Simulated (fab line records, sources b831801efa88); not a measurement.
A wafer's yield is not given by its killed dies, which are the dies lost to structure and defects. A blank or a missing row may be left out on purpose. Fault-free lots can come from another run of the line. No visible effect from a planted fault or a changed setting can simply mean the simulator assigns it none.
Chamber matching || flow gf180mcu || rie-diel-01 running GF_V5_ETCH_17: 4 sister chambers
The step etches SiO2 in C4F8/O2/Ar, stops on TiN, target depth 855 nm. 8 wafers are shown with their chamber, then 8 later ones without.

WAFERS, EACH WITH ITS CHAMBER
{"wafer": "L393.1", "chamber": 3, "oes-product-au (a.u.)": 0.857, "rf-fwd-power-W (W)": 1492}
{"wafer": "L396.3", "chamber": 1, "oes-product-au (a.u.)": 0.866, "rf-fwd-power-W (W)": 1492}
{"wafer": "L400.5", "chamber": 2, "oes-product-au (a.u.)": 0.856, "rf-fwd-power-W (W)": 1500}
{"wafer": "L400.6", "chamber": 3, "oes-product-au (a.u.)": 0.860, "rf-fwd-power-W (W)": 1500}
{"wafer": "L401.2", "chamber": 2, "oes-product-au (a.u.)": 0.858, "rf-fwd-power-W (W)": 1495}
{"wafer": "L401.4", "chamber": 0, "oes-product-au (a.u.)": 0.859, "rf-fwd-power-W (W)": 1486}
{"wafer": "L401.6", "chamber": 1, "oes-product-au (a.u.)": 0.858, "rf-fwd-power-W (W)": 1494}
{"wafer": "L405.1", "chamber": 0, "oes-product-au (a.u.)": 0.860, "rf-fwd-power-W (W)": 1495}

WAFERS WHOSE CHAMBER IS MISSING
{"wafer": "L405.3", "oes-product-au (a.u.)": 0.862, "rf-fwd-power-W (W)": 1501}
{"wafer": "L405.5", "oes-product-au (a.u.)": 0.856, "rf-fwd-power-W (W)": 1504}
{"wafer": "L406.2", "oes-product-au (a.u.)": 0.851, "rf-fwd-power-W (W)": 1493}
{"wafer": "L406.3", "oes-product-au (a.u.)": 0.851, "rf-fwd-power-W (W)": 1498}
{"wafer": "L406.4", "oes-product-au (a.u.)": 0.863, "rf-fwd-power-W (W)": 1488}
{"wafer": "L408.1", "oes-product-au (a.u.)": 0.854, "rf-fwd-power-W (W)": 1502}
{"wafer": "L408.2", "oes-product-au (a.u.)": 0.858, "rf-fwd-power-W (W)": 1495}
{"wafer": "L408.5", "oes-product-au (a.u.)": 0.857, "rf-fwd-power-W (W)": 1494}

EACH ONE'S CHAMBER
{"wafer": "L405.3", "from the rows above": "can't be placed: 3 or 1 or 2 or 0", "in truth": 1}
{"wafer": "L405.5", "from the rows above": "can't be placed: 2 or 3 or 1 or 0", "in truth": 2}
{"wafer": "L406.2", "from the rows above": "can't be placed: 2 or 3 or 0 or 1", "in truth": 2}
{"wafer": "L406.3", "from the rows above": "can't be placed: 2 or 3 or 0 or 1", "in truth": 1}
{"wafer": "L406.4", "from the rows above": "can't be placed: 1 or 0 or 3 or 2", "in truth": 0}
{"wafer": "L408.1", "from the rows above": "can't be placed: 2 or 3 or 0 or 1", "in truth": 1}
{"wafer": "L408.2", "from the rows above": "can't be placed: 3 or 2 or 0 or 1", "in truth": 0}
{"wafer": "L408.5", "from the rows above": "can't be placed: 3 or 2 or 0 or 1", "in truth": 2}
Correctly placed: 0 of 8. Not placeable from these rows: 8 (in 8, the candidates include the true chamber). 0 placed wrongly.
How it was worked out, from the rows above alone: a wafer's distance from a chamber is the root of the sum, over the readings, of the square of ((its reading less the chamber's mean) divided by the reading's scatter). The wafer belongs to the nearest chamber; if the next one is less than 2 further off, it can't be placed. For every chamber, the mean is computed from those of its wafers that are shown. The scatter: the root of (the sum of the squares of (reading less its chamber's mean) over the shown wafers, divided by (wafers less chambers)).
